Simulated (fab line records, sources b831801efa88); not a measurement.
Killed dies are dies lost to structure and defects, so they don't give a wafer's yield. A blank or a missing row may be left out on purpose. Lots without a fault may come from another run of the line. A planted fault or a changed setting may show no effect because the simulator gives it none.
A struck lot beside a sound one | flow sky130 | 16 steps out of a route of 708
Sound: wafers L649.2, L649.5, L649.6. Struck: wafers L647.4, L647.5, L647.6. The cause comes at the end.
At each step with rows: each side's tool, then ch and its chambers, then its first start. Under that, the readings that differ: sound wafers | struck wafers | difference of the means | sigmas: that difference in standard deviations of wafers without a fault.
alike: readings whose means differ by less than 2 such deviations, and words and numbers that are the same on both sides. not compared: withheld readings, readings that some wafer has no value for, bounds like >300 that may hide the same value, and numbers for which the record gives no deviation and whose values overlap.
The two part at a step that has a row with sigmas, a row that says differs or no value, or rows on one side only. Numbers that don't overlap but have no deviation are shown without sigmas and don't part them. A reading that every wafer of one side lacks parts them only if that side has two wafers or more.

first, 5 steps without rows for these wafers: SKY_POLY_GATE_COAT_08 (resist thk 450 nm); SKY_POLY_GATE_SOFTBAKE_09 (time 90 s); SKY_POLY_GATE_EXPOSE_10 (exposes mask P1M, target cd 150 nm); SKY_POLY_GATE_PEB_11; SKY_POLY_GATE_DEVELOP_12 (develop time 60 s).
SKY_POLY_GATE_CD_MEAS_13: target cd 150 nm.
  sound on cd_sem-02, day 17 05:08; struck on cd_sem-01, day 16 00:02
  alike: cd_nm
SKY_POLY_GATE_OVL_MEAS_14:
  sound on overlay-02, day 17 05:14; struck on overlay-01, day 16 00:07
  alike: POLY_GATE_OVL
SKY_POLY_GATE_ETCH_15: etches BARC in N2/H2, stops on SiO2, time 118.5 s, target depth 110 nm.
  sound on rie_diel-03 ch 0,3, day 17 05:16; struck on rie_diel-04 ch 0,2,3, day 16 00:11
  alike: chamber_pressure_mTorr, drypump_motor_current_A, n2_flow_sccm, oes_product_au, throttle_valve_pct
  not compared: rf_hours_counter_h
SKY_POLY_GATE_ETCH_16: etches Si3N4 in CH3F/O2, stops on poly-Si, time 147.5 s, target depth 75 nm.
  sound on rie_diel-03 ch 0,3, day 17 05:21; struck on rie_diel-04 ch 0,2,3, day 16 00:16
  alike: chamber_pressure_mTorr, drypump_motor_current_A, oes_product_au, throttle_valve_pct
  not compared: rf_hours_counter_h
SKY_POLY_GATE_ETCH_17: etches poly-Si in HBr/Cl2, stops on SiO2, target depth 180 nm, time 70.5 s.
  sound on rie_si-02 ch 1,2,3, day 17 05:27; struck on rie_si-02 ch 0,1,2, day 16 00:19
  alike: chamber_pressure_mTorr, drypump_motor_current_A, mfc_cl2_sccm, oes_product_au, throttle_valve_pct
  not compared: rf_hours_counter_h
SKY_POLY_GATE_STRIP_18: strips in O2/N2.
  sound on plasma_asher-02 ch 0,1, day 17 05:30; struck on plasma_asher-02 ch 0,1, day 16 00:25
  alike: chamber_pressure_mTorr, drypump_motor_current_A, n2_flow_sccm, oes_product_au, strip_time_to_endpoint_s
  not compared: rf_hours_counter_h
then, 1 step without rows for these wafers: SKY_POLY_GATE_CLEAN_19 (cleans in SC1/SC2, time 150 s).
SKY_POLY_GATE_OXIDATION_20: stabilise 600 s, purge 300 s, target thk 4 nm.
  sound on furnace-01 ch 0, day 17 06:00; struck on furnace-02 ch 0, day 16 02:37
SKY_POLY_GATE_THK_MEAS_21:
  sound on film_metro-03, day 17 07:16; struck on film_metro-03, day 16 04:07
  reading                      | sound          | struck         | difference | sigmas
  POLY_GATE_OXIDATION_THK (nm) | 4.06 3.99 4.06 | 6.69 6.54 6.56 | +2.56      | +32
SKY_POLY_GATE_CD_MEAS_22:
  sound on cd_sem-01, day 17 07:20; struck on cd_sem-01, day 16 07:48
  alike: cd_nm
-- the record jumps here: 29 days lie between the struck wafers' starts before and after (it left off in module POLY_GATE and takes up again in module PAD_OPEN, whose first step shown is number 708 of the route) --
SKY_PAD_OPEN_PROBE_99:
  sound on prober-02, day 46 14:40; struck on prober-02, day 45 12:09
  reading                                 | sound             | struck            | difference | sigmas
  model.etest.tip_sonos.rs_ohm_sq         | 2534 2546 2549    | 3119 3034 3110    | +545       |
  model.etest.tip_p.rs_ohm_sq             | 6745 6745 6776    | 7415 7361 7406    | +639       |
  model.etest.pfet_01v8.r_on_ohm_um       | 2862 2893 2864    | 3090 3142 3092    | +235       |
  model.etest.res_pdiff.line_ohm_um       | 1386 1391 1422    | 1514 1488 1480    | +94        |
  model.etest.tip_n.rs_ohm_sq             | 440.6 441.7 439   | 489.2 485.5 486.2 | +46.5      |
  model.etest.nfet_01v8.r_on_ohm_um       | 845.1 829.9 835.8 | 870.5 882.3 848.9 | +30.3      |
  model.etest.res_ndiff.line_ohm_um       | 765.2 753 785     | 825.8 809.8 815.2 | +49.2      |
  model.etest.sonos_uncharged.r_on_ohm_um | 796 810.4 791.2   | 863.7 859.5 852.9 | +59.5      |
  alike: killed_at_M0_to_M3, killed_at_M4_up, killed_at_contacts, killed_at_front_end, killed_at_other, killed_dies, killed_on_rim, killed_open, killed_short

WHERE THEY PART
Only at SKY_POLY_GATE_THK_MEAS_21, within this record. Later steps at which nothing parts them and some readings are alike: SKY_POLY_GATE_CD_MEAS_22, SKY_PAD_OPEN_PROBE_99.

WHY: what the simulator had put in
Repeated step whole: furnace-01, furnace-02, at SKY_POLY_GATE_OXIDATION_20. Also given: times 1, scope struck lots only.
